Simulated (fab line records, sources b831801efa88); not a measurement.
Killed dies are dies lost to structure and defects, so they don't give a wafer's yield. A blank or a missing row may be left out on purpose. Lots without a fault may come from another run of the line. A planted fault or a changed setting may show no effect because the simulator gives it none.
fab line records | flow sky130
record lots=5 wafers=15 last_day=50
route steps=708 shown VIA1@474 METAL2@483
lots that met no fault: from a run of the same line without faults
start_h: hours from the record's first day to the start of the lot's first wafer shown | wait_h: hours since the lot's step before | " the same as in the row above | L1.1+2: a row that stands for several wafers | - no value, or no start given | * or withheld: withheld | < > ~ a bound
route shown NAME@n: a module of which the file shows steps, and the number in the route of the first | usual: mean/standard deviation of fault-free wafers | same: alike in all rows | chamber/n: place in a boat | sites: the reading at each site | _std_site: their standard deviation | _edge_site: outer sites' mean less inner sites' | radius_mm: how far each site lies from the wafer's centre | mask NAME#n: copy n | behind: the tool/chamber that last shaped the wafer | hold: why the lot was held/for how many hours/how that ended | device: the transistor (n, p or np) that didn't switch | end of line: the same wafers' tests at the end of the route | a step without rows: its recipe alone | killed: dies lost to structure and defects at the first sort, not the wafer's yield | map: a wafer's dies, x killed, . not, _ none there
set.NAME: the setting as run; set.NAME@STEP: as run at that earlier step | model.NAME: the simulator's own value behind a step, which no gauge read
lots at some steps of the route; a table a step, a row a wafer
services: from which hour (start_h, from the record's first day; less than 0 if before it) a tool's chamber was out of use, for how many hours, and why
## steps
# step SKY_VIA1_STRIP_16
# recipe chemistry=O2/N2 power_w=1400 pressure_mtorr=1500 platen_temp_c=withheld o2_flow_sccm=3000 n2_flow_sccm=300 overash_fraction=0.5
# usual drypump_motor_current_A=5.4/0.43 oes_product_au=0.416/0.0039 strip_time_to_endpoint_s=4.466/0.022
# columns lot.wafer tool chamber start_h wait_h drypump_motor_current_A oes_product_au rf_hours_counter_h strip_time_to_endpoint_s
L078.3 plasma_asher-03 0 814.64 0.1 5.0 0.419 - 4.457
L078.4 " 1 " " 5.3 0.416 - 4.444
L078.5 " 1 " " 5.4 0.424 - 4.440
L081.1 plasma_asher-03 0 853.94 0.0 5.0 0.420 102 4.471
L081.2 " 1 " " 5.4 0.414 102 4.458
L081.5 " 1 " " 5.4 0.418 - 4.463
L088.1 plasma_asher-03 0 902.54 0.0 5.0 0.412 107 4.442
L088.2 " 1 " " 5.4 0.414 107 4.454
L088.4 " 0 " " 5.0 0.415 - 4.469
L093.1 plasma_asher-04 1 935.09 0.0 5.0 0.411 17 4.447
L093.3 " 1 " " 5.0 0.413 - 4.468
L093.4 " 0 " " 6.3 0.413 - 4.475
L096.2 plasma_asher-04 1 953.81 0.0 5.0 0.414 19 4.460
L096.5 " 1 " " 5.0 0.415 - 4.462
L096.6 " 0 " " 6.3 0.419 - 4.420
# step SKY_VIA1_STRIP_17
# recipe chemistry=post_etch_residue_remover time_s=1200 temp_c=72.5
# usual temp_c=72.49/0.11
# columns lot.wafer tool chamber start_h wait_h temp_c
L078.3 wet_bench-04 1 814.71 0.0 72.46
L078.4 " 1 " " 72.33
L078.5 " 1 " " 72.27
L081.1 wet_bench-04 1 854.04 0.1 72.50
L081.2 " 1 " " 72.51
L081.5 " 1 " " 72.50
L088.1 wet_bench-01 1 902.64 0.1 72.40
L088.2 " 1 " " 72.19
L088.4 " 1 " " 72.39
L093.1 wet_bench-01 1 935.19 0.1 72.46
L093.3 " 1 " " 72.51
L093.4 " 1 " " 72.66
L096.2 wet_bench-03 2 953.91 0.1 72.40
L096.5 " 2 " " 72.37
L096.6 " 2 " " 72.20
# step SKY_VIA1_CLEAN_18
# recipe chemistry=IPA time_s=180 temp_c=25
# usual temp_c=25.00/0.1
# columns lot.wafer tool chamber start_h wait_h temp_c
L078.3 wet_bench-01 2 815.05 0.0 25.02
L078.4 " 2 " " 25.05
L078.5 " 2 " " 25.09
L081.1 wet_bench-03 0 854.38 0.0 24.90
L081.2 " 0 " " 24.99
L081.5 " 0 " " 24.89
L088.1 wet_bench-04 1 902.98 0.0 25.09
L088.2 " 1 " " 25.02
L088.4 " 1 " " 25.07
L093.1 wet_bench-01 3 935.54 0.0 25.11
L093.3 " 3 " " 25.16
L093.4 " 3 " " 25.01
L096.2 wet_bench-04 3 954.25 0.0 25.11
L096.5 " 3 " " 24.95
L096.6 " 3 " " 24.86
# step SKY_VIA1_CLEAN_19
# recipe chemistry=O3/DIW dry=n2_spin
# columns lot.wafer tool chamber start_h wait_h
L078.3+4+5 wet_bench-04 3 815.12 0.0
L081.1+2+5 wet_bench-04 3 854.44 0.0
L088.1+2+4 wet_bench-01 3 903.05 0.0
L093.1+3+4 wet_bench-01 3 935.59 0.0
L096.2+5+6 wet_bench-01 1 954.32 0.0
# step SKY_VIA1_SPUTTER_20
# recipe material=TiN target_thk_nm=20 chamber_pressure_pa=5 power_w=4000 time_s=80
# usual cathode_dc_power_W=4000.0/0.74 throttle_valve_pct=30.1/0.98
# columns lot.wafer tool chamber start_h wait_h cathode_dc_power_W throttle_valve_pct
L078.3 pvd_sputter-02 - 815.21 0.0 4002.0 29.6
L078.4 " - " " 3999.9 29.1
L078.5 " - " " 3999.6 29.8
L081.1 pvd_sputter-03 - 854.53 0.0 3999.6 30.6
L081.2 " - " " 4000.7 29.5
L081.5 " - " " 4000.7 29.2
L088.1 pvd_sputter-04 - 903.14 0.0 4000.3 31.4
L088.2 " - " " 4001.2 30.4
L088.4 " - " " 3999.4 29.5
L093.1 pvd_sputter-02 - 935.69 0.0 3999.6 29.0
L093.3 " - " " 4000.4 29.7
L093.4 " - " " 3999.6 31.2
L096.2 pvd_sputter-04 - 954.41 0.0 4000.9 29.6
L096.5 " - " " 3999.6 31.1
L096.6 " - " " 3998.7 29.8
# step SKY_VIA1_CVD_21
# recipe material=W target_thk_nm=270 time_s=80.902 temp_c=400 pressure_torr=40
# usual chamber_pressure_Torr=40.02/0.091 heater_power_w=850/53
# columns lot.wafer tool chamber start_h wait_h chamber_pressure_Torr heater_power_w
L078.3 cvd_w-01 0 815.31 0.1 40.04 903
L078.4 " 1 " " 39.96 818
L078.5 " 0 " " 40.08 909
L081.1 cvd_w-02 1 854.60 0.0 40.15 838
L081.2 " 0 " " 40.00 810
L081.5 " 1 " " 40.08 826
L088.1 cvd_w-01 0 903.20 0.0 40.07 946
L088.2 " 1 " " 40.07 844
L088.4 " 1 " " 40.14 843
L093.1 cvd_w-02 1 935.75 0.0 40.06 820
L093.3 " 1 " " 40.03 813
L093.4 " 0 " " 40.13 774
L096.2 cvd_w-02 1 954.47 0.0 40.16 797
L096.5 " 1 " " 39.94 794
L096.6 " 0 " " 40.05 763
# step SKY_VIA1_RS_MEAS_22
# recipe thk_meas_gauge=four-point-probe reads=W_of_VIA1_CVD_21+TiN_of_VIA1_SPUTTER_20
# usual VIA1_W_RS=0.431/0.0046
# columns lot.wafer tool chamber start_h wait_h VIA1_W_RS[ohm/sq]
L078.3 film_metro-01 - 815.41 0.1 0.434
L078.4 " - " " 0.436
L078.5 " - " " 0.429
L081.1 film_metro-04 - 854.70 0.1 0.435
L081.2 " - " " 0.425
L081.5 " - " " 0.429
L088.1 film_metro-04 - 903.29 0.1 0.433
L088.2 " - " " 0.426
L088.4 " - " " 0.431
L093.1 film_metro-01 - 935.84 0.1 0.438
L093.3 " - " " 0.428
L093.4 " - " " 0.425
L096.2 film_metro-01 - 954.58 0.1 0.431
L096.5 " - " " 0.427
L096.6 " - " " 0.421
# step SKY_VIA1_THK_MEAS_23
# recipe thk_meas_gauge=xrf reads=W_of_VIA1_CVD_21
# usual VIA1_W_THK=270/3.4
# columns lot.wafer tool chamber start_h wait_h VIA1_W_THK[nm]
L078.3 film_metro-01 - 815.51 0.1 268
L078.4 " - " " 264
L078.5 " - " " 273
L081.1 film_metro-04 - 854.82 0.1 271
L081.2 " - " " 278
L081.5 " - " " 272
L088.1 film_metro-04 - 903.41 0.1 269
L088.2 " - " " 275
L088.4 " - " " 272
L093.1 film_metro-01 - 935.96 0.1 266
L093.3 " - " " 273
L093.4 " - " " 274
L096.2 film_metro-01 - 954.69 0.1 268
L096.5 " - " " 268
L096.6 " - " " 273
# step SKY_VIA1_CMP_24
# recipe stop_on=SiO2 t_overpolish_s=15 down_force_psi=3.5 platen_rpm=60 target_thk_nm=0 pad_velocity_m_s=0.94248
# usual motor_current_A=11.0/1.4 overpolish_run_s=14.999/0.0089 time_to_endpoint_s=64/3.6
# columns lot.wafer tool chamber start_h wait_h motor_current_A overpolish_run_s time_to_endpoint_s
L078.4 cmp-01 3 815.60 0.1 9.0 15.008 63
L078.3 " 0 " " 10.7 15.010 67
L078.5 " 2 " " 11.3 14.997 65
L081.1 cmp-02 2 854.99 0.2 9.6 14.996 63
L081.2 " 0 " " 10.4 15.001 65
L081.5 " 1 " " 11.5 14.989 63
L088.2 cmp-02 1 903.47 0.0 10.7 15.003 61
L088.4 " 3 " " 12.4 14.994 71
L088.1 " 0 " " 10.5 15.002 66
L093.4 cmp-02 3 936.36 0.4 13.7 14.989 72
L093.3 " 0 " " 10.5 15.008 64
L093.1 " 2 " " 9.3 14.993 59
L096.2 cmp-02 2 954.74 0.0 9.8 14.996 67
L096.6 " 2 " " 9.7 14.996 67
L096.5 " 3 " " 13.5 14.998 75
# step SKY_METAL2_SPUTTER_00
# recipe material=Ti target_thk_nm=15 power_w=3000 time_s=10 chamber_pressure_pa=0.4
# usual cathode_dc_power_W=3000.0/0.52 throttle_valve_pct=29.6/1.2
# columns lot.wafer tool chamber start_h wait_h cathode_dc_power_W throttle_valve_pct
L078.3 pvd_sputter-02 - 815.85 0.1 2999.1 31.2
L078.4 " - " " 2999.9 32.0
L078.5 " - " " 3000.3 28.7
L081.1 pvd_sputter-01 - 855.24 0.2 3000.4 28.6
L081.2 " - " " 2999.1 29.1
L081.5 " - " " 2999.7 29.2
L088.1 pvd_sputter-02 - 903.77 0.1 2999.2 31.2
L088.2 " - " " 3000.9 28.6
L088.4 " - " " 3000.0 32.0
L093.1 pvd_sputter-01 - 936.66 0.1 2999.9 28.6
L093.3 " - " " 3000.1 29.2
L093.4 " - " " 2999.9 29.6
L096.2 pvd_sputter-02 - 955.04 0.2 3000.6 31.2
L096.5 " - " " 2999.2 28.8
L096.6 " - " " 2999.9 31.9
# step SKY_METAL2_SPUTTER_01
# recipe material=TiN target_thk_nm=20 power_w=6500 time_s=16.7 chamber_pressure_pa=0.4
# usual cathode_dc_power_W=6500.1/1.3 throttle_valve_pct=29.6/1.2
# columns lot.wafer tool chamber start_h wait_h cathode_dc_power_W throttle_valve_pct
L078.3 pvd_sputter-02 - 815.87 0.0 6499.1 31.1
L078.4 " - " " 6501.3 32.0
L078.5 " - " " 6502.0 28.9
L081.1 pvd_sputter-01 - 855.26 0.0 6499.5 28.8
L081.2 " - " " 6499.8 29.2
L081.5 " - " " 6502.3 29.1
L088.1 pvd_sputter-02 - 903.80 0.0 6499.8 31.0
L088.2 " - " " 6499.5 28.7
L088.4 " - " " 6500.6 31.8
L093.1 pvd_sputter-01 - 936.68 0.0 6500.7 28.6
L093.3 " - " " 6501.3 29.4
L093.4 " - " " 6501.8 29.4
L096.2 pvd_sputter-02 - 955.06 0.0 6501.2 31.2
L096.5 " - " " 6500.8 28.8
L096.6 " - " " 6499.6 32.0
# step SKY_METAL2_SPUTTER_02
# recipe material=AlCu target_thk_nm=250 power_w=10600 time_s=13.3 chamber_pressure_pa=0.4
# usual cathode_dc_power_W=10600/2 throttle_valve_pct=29.6/1.2
# columns lot.wafer tool chamber start_h wait_h cathode_dc_power_W throttle_valve_pct
L078.3 pvd_sputter-02 - 815.90 0.0 10600 31.2
L078.4 " - " " 10602 32.0
L078.5 " - " " 10598 29.0
L081.1 pvd_sputter-01 - 855.29 0.0 10601 28.4
L081.2 " - " " 10599 29.4
L081.5 " - " " 10598 29.2
L088.1 pvd_sputter-02 - 903.82 0.0 10600 31.2
L088.2 " - " " 10599 28.8
L088.4 " - " " 10597 31.8
L093.1 pvd_sputter-01 - 936.71 0.0 10598 28.7
L093.3 " - " " 10597 29.4
L093.4 " - " " 10600 29.5
L096.2 pvd_sputter-02 - 955.09 0.0 10605 31.2
L096.5 " - " " 10605 28.9
L096.6 " - " " 10602 31.9
# step SKY_METAL2_SPUTTER_03
# recipe material=Ti target_thk_nm=5 power_w=3000 time_s=3.3 chamber_pressure_pa=0.4
# usual cathode_dc_power_W=3000.0/0.5 throttle_valve_pct=29.6/1.2
# columns lot.wafer tool chamber start_h wait_h cathode_dc_power_W throttle_valve_pct
L078.3 pvd_sputter-02 - 815.92 0.0 3000.5 31.2
L078.4 " - " " 3000.7 32.0
L078.5 " - " " 3000.1 29.1
L081.1 pvd_sputter-01 - 855.31 0.0 3000.0 28.7
L081.2 " - " " 2999.6 29.2
L081.5 " - " " 2999.4 29.1
L088.1 pvd_sputter-02 - 903.85 0.0 2999.9 31.0
L088.2 " - " " 3000.1 28.7
L088.4 " - " " 2999.5 31.9
L093.1 pvd_sputter-01 - 936.73 0.0 3000.2 28.9
L093.3 " - " " 2999.0 29.4
L093.4 " - " " 3000.2 29.2
L096.2 pvd_sputter-02 - 955.11 0.0 3000.2 31.4
L096.5 " - " " 2999.9 28.8
L096.6 " - " " 2999.8 32.0
# step SKY_METAL2_SPUTTER_04
# recipe material=TiN target_thk_nm=70 power_w=6500 time_s=58.3 chamber_pressure_pa=0.4
# usual cathode_dc_power_W=6500.0/1.1 throttle_valve_pct=29.6/1.2
# columns lot.wafer tool chamber start_h wait_h cathode_dc_power_W throttle_valve_pct
L078.3 pvd_sputter-02 - 815.94 0.0 6500.9 31.2
L078.4 " - " " 6500.3 32.0
L078.5 " - " " 6501.9 28.7
L081.1 pvd_sputter-01 - 855.33 0.0 6499.7 28.4
L081.2 " - " " 6501.2 29.5
L081.5 " - " " 6502.2 29.6
L088.1 pvd_sputter-02 - 903.86 0.0 6499.9 31.3
L088.2 " - " " 6501.1 29.0
L088.4 " - " " 6500.3 32.2
L093.1 pvd_sputter-01 - 936.75 0.0 6500.5 28.7
L093.3 " - " " 6500.4 29.2
L093.4 " - " " 6501.8 29.1
L096.2 pvd_sputter-02 - 955.13 0.0 6500.2 31.1
L096.5 " - " " 6502.1 29.1
L096.6 " - " " 6499.7 31.9
# step SKY_METAL2_RS_MEAS_05
# recipe thk_meas_gauge=four-point-probe reads=TiN_of_METAL2_SPUTTER_04+Ti_of_METAL2_SPUTTER_03+AlCu_of_METAL2_SPUTTER_02+TiN_of_METAL2_SPUTTER_01+Ti_of_METAL2_SPUTTER_00
# usual METAL2_ALCU_RS=0.1271/0.0013
# columns lot.wafer tool chamber start_h wait_h METAL2_ALCU_RS[ohm/sq]
L078.3 film_metro-02 - 816.03 0.1 0.1271
L078.4 " - " " 0.1253
L078.5 " - " " 0.1267
L081.1 film_metro-02 - 855.38 0.0 0.1269
L081.2 " - " " 0.1285
L081.5 " - " " 0.1252
L088.1 film_metro-03 - 903.91 0.0 0.1269
L088.2 " - " " 0.1267
L088.4 " - " " 0.1263
L093.1 film_metro-03 - 936.80 0.0 0.1275
L093.3 " - " " 0.1267
L093.4 " - " " 0.1256
L096.2 film_metro-02 - 955.20 0.0 0.1288
L096.5 " - " " 0.1279
L096.6 " - " " 0.1264
# step SKY_METAL2_THK_MEAS_06
# recipe thk_meas_gauge=xrf reads=AlCu_of_METAL2_SPUTTER_02
# usual METAL2_ALCU_THK=248/3
# columns lot.wafer tool chamber start_h wait_h METAL2_ALCU_THK[nm]
L078.3 film_metro-02 - 816.13 0.1 250
L078.4 " - " " 252
L078.5 " - " " 250
L081.1 film_metro-02 - 855.50 0.1 248
L081.2 " - " " 248
L081.5 " - " " 254
L088.1 film_metro-03 - 904.03 0.1 248
L088.2 " - " " 249
L088.4 " - " " 250
L093.1 film_metro-03 - 936.92 0.1 248
L093.3 " - " " 249
L093.4 " - " " 251
L096.2 film_metro-02 - 955.31 0.1 245
L096.5 " - " " 246
L096.6 " - " " 250
# step SKY_METAL2_DEHYDRATE_07
# recipe temp_c=200 time_s=60
# usual chill_plate_temp_C=23.01/0.11
# columns lot.wafer tool chamber start_h wait_h chill_plate_temp_C
L078.3 litho_track-03 0 828.21 12.1 23.02
L078.4 " 0 " " 23.07
L078.5 " 0 " " 23.06
L081.1 litho_track-04 0 868.85 13.3 22.94
L081.2 " 0 " " 23.04
L081.5 " 0 " " 23.03
L088.1 litho_track-02 0 915.59 11.5 22.98
L088.2 " 0 " " 23.22
L088.4 " 0 " " 23.29
L093.1 litho_track-02 0 949.19 12.3 23.02
L093.3 " 0 " " 22.87
L093.4 " 0 " " 23.12
L096.2 litho_track-02 0 966.61 11.3 22.96
L096.5 " 0 " " 22.98
L096.6 " 0 " " 23.13
# step SKY_METAL2_HMDS_08
# recipe prime_time_s=60 prime_temp_c=120
# usual chill_plate_temp_C=23.01/0.11
# columns lot.wafer tool chamber start_h wait_h chill_plate_temp_C
L078.3 litho_track-03 0 828.36 0.1 23.07
L078.4 " 0 " " 23.08
L078.5 " 0 " " 23.05
L081.1 litho_track-04 0 869.00 0.1 23.12
L081.2 " 0 " " 23.14
L081.5 " 0 " " 23.29
L088.1 litho_track-02 0 915.74 0.1 23.06
L088.2 " 0 " " 22.89
L088.4 " 0 " " 23.13
L093.1 litho_track-02 0 949.34 0.1 22.95
L093.3 " 0 " " 23.15
L093.4 " 0 " " 23.01
L096.2 litho_track-02 0 966.76 0.1 22.79
L096.5 " 0 " " 23.10
L096.6 " 0 " " 22.91
# step SKY_METAL2_COAT_09
# recipe resist=BARC temp_c=withheld time_s=withheld spin_rpm=3000 resist_thk_nm=60
# usual chill_plate_temp_C=* spin_speed_rpm=3000.2/2
# columns lot.wafer tool chamber start_h wait_h chill_plate_temp_C spin_speed_rpm
L078.3 litho_track-03 0 828.51 0.1 * 2999.0
L078.4 " 0 " " * 2999.1
L078.5 " 0 " " * 3001.4
L081.1 litho_track-04 0 869.15 0.1 * 2997.5
L081.2 " 0 " " * 2999.4
L081.5 " 0 " " * 3000.2
L088.1 litho_track-02 0 915.89 0.1 * 3002.1
L088.2 " 0 " " * 2998.0
L088.4 " 0 " " * 3000.5
L093.1 litho_track-02 0 949.49 0.1 * 2998.6
L093.3 " 0 " " * 2997.7
L093.4 " 0 " " * 2998.5
L096.2 litho_track-02 0 966.91 0.1 * 3004.4
L096.5 " 0 " " * 3002.8
L096.6 " 0 " " * 3002.0
# step SKY_METAL2_COAT_10
# recipe resist=KrF-thick spin_rpm=3000 resist_thk_nm=450
# usual chill_plate_temp_C=23.00/0.11 spin_speed_rpm=2999.8/2.2
# columns lot.wafer tool chamber start_h wait_h chill_plate_temp_C spin_speed_rpm
L078.3 litho_track-03 0 - - 22.99 3000.0
L078.4 " 0 " " 22.92 3000.5
L078.5 " 0 " " 22.99 2999.4
L081.1 litho_track-04 0 - - 23.20 2997.9
L081.2 " 0 " " 23.08 2997.8
L081.5 " 0 " " 23.09 2999.3
L088.1 litho_track-02 0 - - 22.86 2999.8
L088.2 " 0 " " 23.03 2999.2
L088.4 " 0 " " 22.95 2996.4
L093.1 litho_track-02 0 - - 23.04 3002.6
L093.3 " 0 " " 22.95 2996.2
L093.4 " 0 " " 23.04 2999.5
L096.2 litho_track-02 0 - - 22.90 3000.3
L096.5 " 0 " " 22.97 2999.7
L096.6 " 0 " " 22.97 3000.7
# step SKY_METAL2_SOFTBAKE_11
# recipe temp_c=100 time_s=90 resist=KrF-thick
# usual chill_plate_temp_C=22.98/0.1
# columns lot.wafer tool chamber start_h wait_h chill_plate_temp_C
L078.3 litho_track-03 0 - - 22.91
L078.4 " 0 " " 22.89
L078.5 " 0 " " 23.03
L081.1 litho_track-04 0 - - 22.89
L081.2 " 0 " " 22.88
L081.5 " 0 " " 22.77
L088.1 litho_track-02 0 - - 23.13
L088.2 " 0 " " 23.07
L088.4 " 0 " " 23.02
L093.1 litho_track-02 0 - - 23.03
L093.3 " 0 " " 22.97
L093.4 " 0 " " 22.96
L096.2 litho_track-02 0 - - 23.02
L096.5 " 0 " " 23.02
L096.6 " 0 " " 23.12
# step SKY_METAL2_EXPOSE_12
# recipe mask_id=MM2 na=0.8 source_shape=annular sigma_inner=0.55 sigma_outer=0.85 target_cd_nm=140 dose_mj=28
# usual reticle_temp_C=23.01/0.1
# columns lot.wafer tool chamber start_h wait_h mask reticle_temp_C
L078.3 krf_scanner-02 0 - - MM2#0 22.94
L078.4 " 0 " " MM2#0 23.02
L078.5 " 0 " " MM2#0 22.77
L081.1 krf_scanner-01 0 - - MM2#0 23.14
L081.2 " 0 " " MM2#0 23.16
L081.5 " 0 " " MM2#0 23.06
L088.1 krf_scanner-01 0 - - MM2#0 22.90
L088.2 " 0 " " MM2#0 22.96
L088.4 " 0 " " MM2#0 22.87
L093.1 krf_scanner-01 0 - - MM2#0 23.03
L093.3 " 0 " " MM2#0 23.05
L093.4 " 0 " " MM2#0 23.11
L096.2 krf_scanner-01 0 - - MM2#0 22.95
L096.5 " 0 " " MM2#0 22.88
L096.6 " 0 " " MM2#0 22.95
# step SKY_METAL2_PEB_13
# recipe peb_temp_c=withheld peb_time_s=withheld resist=KrF-thick
# usual chill_plate_temp_C=*
# columns lot.wafer tool chamber start_h wait_h chill_plate_temp_C
L078.3 litho_track-04 0 - - *
L078.4 " 0 " " *
L078.5 " 0 " " *
L081.1 litho_track-04 0 - - *
L081.2 " 0 " " *
L081.5 " 0 " " *
L088.1 litho_track-02 0 - - *
L088.2 " 0 " " *
L088.4 " 0 " " *
L093.1 litho_track-04 0 - - *
L093.3 " 0 " " *
L093.4 " 0 " " *
L096.2 litho_track-02 0 - - *
L096.5 " 0 " " *
L096.6 " 0 " " *
# step SKY_METAL2_DEVELOP_14
# recipe develop_time_s=60 resist=KrF-thick dev_temp_c=21
# usual chill_plate_temp_C=23.00/0.1 developer_temp_C=20.99/0.1
# same develop_time_s=60
# columns lot.wafer tool chamber start_h wait_h chill_plate_temp_C developer_temp_C
L078.3 litho_track-04 0 - - 22.87 21.02
L078.4 " 0 " " 22.77 21.05
L078.5 " 0 " " 22.83 21.07
L081.1 litho_track-04 0 - - 23.04 21.09
L081.2 " 0 " " 22.98 21.00
L081.5 " 0 " " 22.95 21.12
L088.1 litho_track-02 0 - - 22.94 20.78
L088.2 " 0 " " 22.91 21.01
L088.4 " 0 " " 22.96 20.88
L093.1 litho_track-04 0 - - 23.08 20.81
L093.3 " 0 " " 22.93 21.04
L093.4 " 0 " " 22.99 21.04
L096.2 litho_track-02 0 - - 22.96 20.78
L096.5 " 0 " " 23.22 21.18
L096.6 " 0 " " 22.92 20.90
# step SKY_METAL2_CD_MEAS_15
# recipe target_cd_nm=140
# usual cd_nm=140.6/1.6
# columns lot.wafer tool chamber start_h wait_h cd_nm
L078.3 cd_sem-02 - 842.14 - 142.4
L078.4 " - " " 139.7
L078.5 " - " " 141.8
L081.1 cd_sem-01 - 881.75 - 139.7
L081.2 " - " " 141.0
L081.5 " - " " 139.6
L088.1 cd_sem-02 - 928.74 - 140.3
L088.2 " - " " 140.7
L088.4 " - " " 139.7
L093.1 cd_sem-01 - 961.50 - 140.8
L093.3 " - " " 141.1
L093.4 " - " " 140.7
L096.2 cd_sem-02 - 978.91 - 138.3
L096.5 " - " " 138.1
L096.6 " - " " 138.7
# step SKY_METAL2_OVL_MEAS_16
# usual METAL2_OVL=0/5
# columns lot.wafer tool chamber start_h wait_h METAL2_OVL[nm]
L078.3 overlay-01 - 842.23 0.1 1
L078.4 " - " " 9
L078.5 " - " " 6
L081.1 overlay-02 - 881.87 0.1 -6
L081.2 " - " " 3
L081.5 " - " " -7
L088.1 overlay-01 - 928.86 0.1 -5
L088.2 " - " " -6
L088.4 " - " " 3
L093.1 overlay-01 - 961.62 0.1 -4
L093.3 " - " " -3
L093.4 " - " " -2
L096.2 overlay-02 - 979.01 0.1 -9
L096.5 " - " " -12
L096.6 " - " " -13
# step SKY_METAL2_DESCUM_17
# recipe chemistry=O2 source_power_w=150 bias_power_w=0 pressure_mtorr=10 temp_c=40 time_s=8
# usual drypump_motor_current_A=5.89/0.17 oes_product_au=1.000/0.0094 temp_c=40.02/0.11
# columns lot.wafer tool chamber start_h wait_h drypump_motor_current_A oes_product_au rf_hours_counter_h temp_c
L078.3 rie_metal-01 1 842.26 0.0 5.73 1.015 - 39.79
L078.4 " 0 " " 6.06 1.003 - 40.12
L078.5 " 1 " " 5.73 1.007 - 39.98
L081.1 rie_metal-02 1 881.90 0.0 5.84 0.979 15 39.88
L081.2 " 0 " " 6.20 0.999 7 39.99
L081.5 " 0 " " 6.20 1.000 - 39.93
L088.1 rie_metal-03 0 928.89 0.0 5.77 1.001 0 39.97
L088.2 " 1 " " 5.71 0.996 2 39.96
L088.4 " 1 " " 5.70 1.007 - 40.00
L093.1 rie_metal-01 0 961.65 0.0 6.01 1.002 15 39.88
L093.3 " 1 " " 5.71 1.005 - 40.13
L093.4 " 0 " " 6.02 1.011 - 39.96
L096.2 rie_metal-01 0 979.05 0.0 6.00 1.006 - 40.16
L096.5 " 0 " " 6.00 1.012 - 40.17
L096.6 " 0 " " 6.02 1.009 - 39.92
# step SKY_METAL2_ETCH_18
# recipe chemistry=N2/H2 target=BARC ion_energy_ev=200 bias_w=100 pressure_mtorr=30 n2_flow_sccm=100 h2_flow_sccm=200 icp_w=500 stop_on=SiO2 time_s=45.9 target_depth_a=600
# usual drypump_motor_current_A=5.90/0.16 oes_product_au=0.855/0.0048 throttle_valve_pct=13.226/0.0093
# columns lot.wafer tool chamber start_h wait_h drypump_motor_current_A oes_product_au rf_hours_counter_h throttle_valve_pct
L078.3 rie_metal-01 1 842.31 0.0 5.74 0.847 - 13.229
L078.4 " 0 " " 6.03 0.862 - 13.234
L078.5 " 1 " " 5.74 0.852 - 13.227
L081.1 rie_metal-02 1 881.94 0.0 5.87 0.854 15 13.230
L081.2 " 0 " " 6.20 0.857 7 13.222
L081.5 " 0 " " 6.19 0.853 - 13.231
L088.1 rie_metal-03 0 928.92 0.0 5.77 0.852 0 13.241
L088.2 " 1 " " 5.71 0.851 2 13.220
L088.4 " 1 " " 5.75 0.857 - 13.208
L093.1 rie_metal-01 0 961.69 0.0 6.08 0.854 15 13.212
L093.3 " 1 " " 5.74 0.858 - 13.225
L093.4 " 0 " " 6.06 0.853 - 13.228
L096.2 rie_metal-01 0 979.13 0.1 6.02 0.862 - 13.220
L096.5 " 0 " " 6.03 0.858 - 13.224
L096.6 " 0 " " 6.04 0.856 - 13.240
# step SKY_METAL2_METAL_ETCH_19
# recipe target_depth_a=3600 stop_on=SiO2 over_etch_frac=0.3 time_s=78 chemistry=Cl2/BCl3 resist_sidewall_deg=88 pressure_mtorr=10 icp_w=900 bias_w=48.5 Cl2_flow_sccm=60 bcl3_flow_sccm=30
# usual drypump_motor_current_A=5.89/0.16 oes_product_au=0.853/0.0054 throttle_valve_pct=22.264/0.0084
# columns lot.wafer tool chamber start_h wait_h drypump_motor_current_A oes_product_au rf_hours_counter_h throttle_valve_pct
L078.3 rie_metal-01 1 842.38 0.1 5.73 0.851 - 22.262
L078.4 " 0 " " 6.02 0.862 - 22.256
L078.5 " 1 " " 5.73 0.850 - 22.256
L081.1 rie_metal-02 1 882.00 0.0 5.86 0.852 15 22.273
L081.2 " 0 " " 6.19 0.853 7 22.263
L081.5 " 0 " " 6.18 0.859 - 22.252
L088.1 rie_metal-03 0 928.99 0.0 5.78 0.853 0 22.258
L088.2 " 1 " " 5.70 0.851 2 22.261
L088.4 " 1 " " 5.71 0.857 - 22.260
L093.1 rie_metal-01 0 961.75 0.0 6.02 0.858 15 22.269
L093.3 " 1 " " 5.73 0.863 - 22.268
L093.4 " 0 " " 6.02 0.858 - 22.269
L096.2 rie_metal-01 0 979.26 0.1 5.99 0.850 - 22.268
L096.5 " 0 " " 6.02 0.847 - 22.260
L096.6 " 0 " " 6.02 0.855 - 22.267
# step SKY_METAL2_STRIP_20
# recipe chemistry=O2/N2 power_w=1400 pressure_mtorr=1500 platen_temp_c=withheld o2_flow_sccm=3000 n2_flow_sccm=300 overash_fraction=0.5
# usual drypump_motor_current_A=5.43/0.23 oes_product_au=0.342/0.0053 strip_time_to_endpoint_s=2.70/0.039
# columns lot.wafer tool chamber start_h wait_h drypump_motor_current_A oes_product_au rf_hours_counter_h strip_time_to_endpoint_s
L078.3 plasma_asher-02 0 842.47 0.1 5.71 0.345 - 2.69
L078.4 " 1 " " 5.41 0.341 - 2.66
L078.5 " 0 " " 5.74 0.351 - 2.63
L081.1 plasma_asher-02 0 882.09 0.1 5.71 0.351 51 2.80
L081.2 " 1 " " 5.43 0.328 51 2.70
L081.5 " 1 " " 5.44 0.343 - 2.67
L088.1 plasma_asher-01 0 929.08 0.1 5.35 0.344 71 2.72
L088.2 " 1 " " 5.68 0.336 71 2.71
L088.4 " 1 " " 5.72 0.348 - 2.75
L093.1 plasma_asher-03 0 961.84 0.1 5.05 0.342 114 2.67
L093.3 " 0 " " 5.04 0.337 - 2.71
L093.4 " 1 " " 5.38 0.343 - 2.66
L096.2 plasma_asher-02 1 979.41 0.1 5.43 0.344 61 2.66
L096.5 " 1 " " 5.43 0.343 - 2.67
L096.6 " 0 " " 5.67 0.341 - 2.65
## services
# columns tool chamber start_h hours kind
plasma_asher-02 - 811.07 3.2 repair
cmp-02 - 822.32 3.2 repair
cmp-02 - 830.70 1.4 repair
wet_bench-04 - 831.01 3.2 repair
krf_scanner-01 - 831.84 1.0 pm
pvd_sputter-02 - 831.94 8.7 repair
krf_scanner-01 - 849.07 1.3 pm
rie_metal-01 1 857.00 50.2 repair
cmp-02 - 870.33 1.5 repair
cmp-02 - 876.05 4.5 pm
rie_metal-01 0 881.27 10.1 repair
rie_metal-01 - 889.70 2.7 repair
krf_scanner-01 - 889.70 0.3 repair
krf_scanner-01 - 890.23 0.5 repair
cmp-02 - 890.41 1.5 repair
wet_bench-01 - 900.35 1.9 pm
krf_scanner-01 - 906.36 0.8 pm
wet_bench-04 - 924.00 26.6 pm
krf_scanner-01 - 938.64 0.2 repair
krf_scanner-01 - 947.99 0.8 repair
cmp-02 - 960.41 1.6 repair
wet_bench-01 - 976.82 1.2 repair
krf_scanner-01 - 976.89 3.6 pm
rie_metal-01 1 976.91 5.8 repair
## key
fault none
